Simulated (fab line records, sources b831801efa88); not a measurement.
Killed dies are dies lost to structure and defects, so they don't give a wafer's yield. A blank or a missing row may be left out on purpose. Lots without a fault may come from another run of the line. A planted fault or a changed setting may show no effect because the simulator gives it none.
Problem report in the 8D (eight disciplines) form, filled by code | flow sky130 | the parts of the form that need people (team, actions taken, sign-off) are left out

1. THE PROBLEM
VT_ADJUST_LVTN_2_TW at SKY_VT_ADJUST_LVTN_TW_MEAS_21 reads a mean of 30.1 on 3 wafers of 1 lot; wafers without a fault read 187.5 with a standard deviation of 1.2. That is -99 or more standard deviations from the usual mean.
First seen on wafer L213.2, day 10 13:28, on film_metro-04. The record holds 33 wafers of 11 lots with a number at this step. Rule for "out", or "out of limits": more than 4 standard deviations from the usual mean. The other wafers with a number count as sound.

2. WHAT IT IS AND WHAT IT IS NOT
question                    | is                     | is not
which readings at this step | VT_ADJUST_LVTN_2_TW    | -
which lots                  | L213                   | L209, L210, L212, L216, L217, L222, L223, L224, L225, L227
which wafers of those lots  | all that have a number | -
read on which gauges        | film_metro-04          | film_metro-01, film_metro-02
when                        | from day 10 13:28      | up to then (9 sound wafers); but 21 sound wafers of L216, L217, L222, L223, L224, L225, L227 came after

3. SUSPECTS, AND WHAT RULES EACH OUT
Counting: a tool at a process step up to the reading stays a suspect if it ran every lot that is out and no sound lot after the first of them.
- the gauge at SKY_VT_ADJUST_LVTN_TW_MEAS_21: ruled out. All the wafers that are out were read on film_metro-04, but those of them that SKY_VT_ADJUST_LVTN_STRIP_09 has rows for are out there too, on other tools.
- plasma_asher-03 at SKY_VT_ADJUST_LVTN_STRIP_09 (strips in O2/N2): kept. It ran the lot that is out, L213 (day 9 14:37), and no sound lot after that; its last sound lot up to then is L212 (day 9 04:22). Its own readings are out on those wafers: oes_product_au.
- plasma_asher-02 at SKY_VT_ADJUST_LVTN_STRIP_20 (strips in O2/N2): ruled out as a lasting fault. Sound lots L217, L223, L227 ran on it after its first lot that is out, L213 (day 10 13:21).
Left after counting: plasma_asher-03 at SKY_VT_ADJUST_LVTN_STRIP_09.

4. THE CAUSE (what the simulator had put in)
Strip aborted: plasma_asher-03, from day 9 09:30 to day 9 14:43, at SKY_VT_ADJUST_LVTN_STRIP_09. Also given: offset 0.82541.
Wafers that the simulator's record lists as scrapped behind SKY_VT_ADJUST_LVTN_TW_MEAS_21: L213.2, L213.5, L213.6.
Counting left only this tool.

5. THE CHAIN OF EFFECTS, in route order
Each row: a reading whose mean over the struck wafers that have a number lies more than 3 standard deviations from the usual. Only readings for which the record gives a usual standard deviation are gone through. hours: the time from each lot's start at the first step in this table that gives one to its start at this step, as a median over the lots. sigmas: the change in usual standard deviations.
hours | step                          | reading                  | usual      | on struck wafers | change | sigmas
0     | SKY_VT_ADJUST_LVTN_STRIP_09   | oes_product_au           | 0.723 a.u. | 0.918            | +0.195 | +37
23    | SKY_VT_ADJUST_LVTN_STRIP_20   | strip_time_to_endpoint_s | 14.18 s    | 41.52            | +27.34 | +99 or more
23    | SKY_VT_ADJUST_LVTN_TW_MEAS_21 | VT_ADJUST_LVTN_2_TW      | 187.5      | 30.1             | -157.4 | -99 or more
The process steps in it:
- SKY_VT_ADJUST_LVTN_STRIP_09: strips in O2/N2.
- SKY_VT_ADJUST_LVTN_STRIP_20: strips in O2/N2.
Readings that are blank on the struck wafers while sound wafers have them: strip_time_to_endpoint_s at SKY_VT_ADJUST_LVTN_STRIP_09.

6. WHAT WOULD HAVE CAUGHT IT SOONER
In this record the first reading out of limits at a measuring or inspecting step was taken at day 10 13:28, 28 hours after the fault began at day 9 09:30.
The tool's own readings at SKY_VT_ADJUST_LVTN_STRIP_09 were out on every struck wafer that the step has a row for (oes_product_au): an alarm limit on them would have fired on the first of those.
All the lots that are out (1) had begun SKY_VT_ADJUST_LVTN_STRIP_09 on plasma_asher-03 by day 10 13:28. A hold on the tool at that time would have spared none of them.
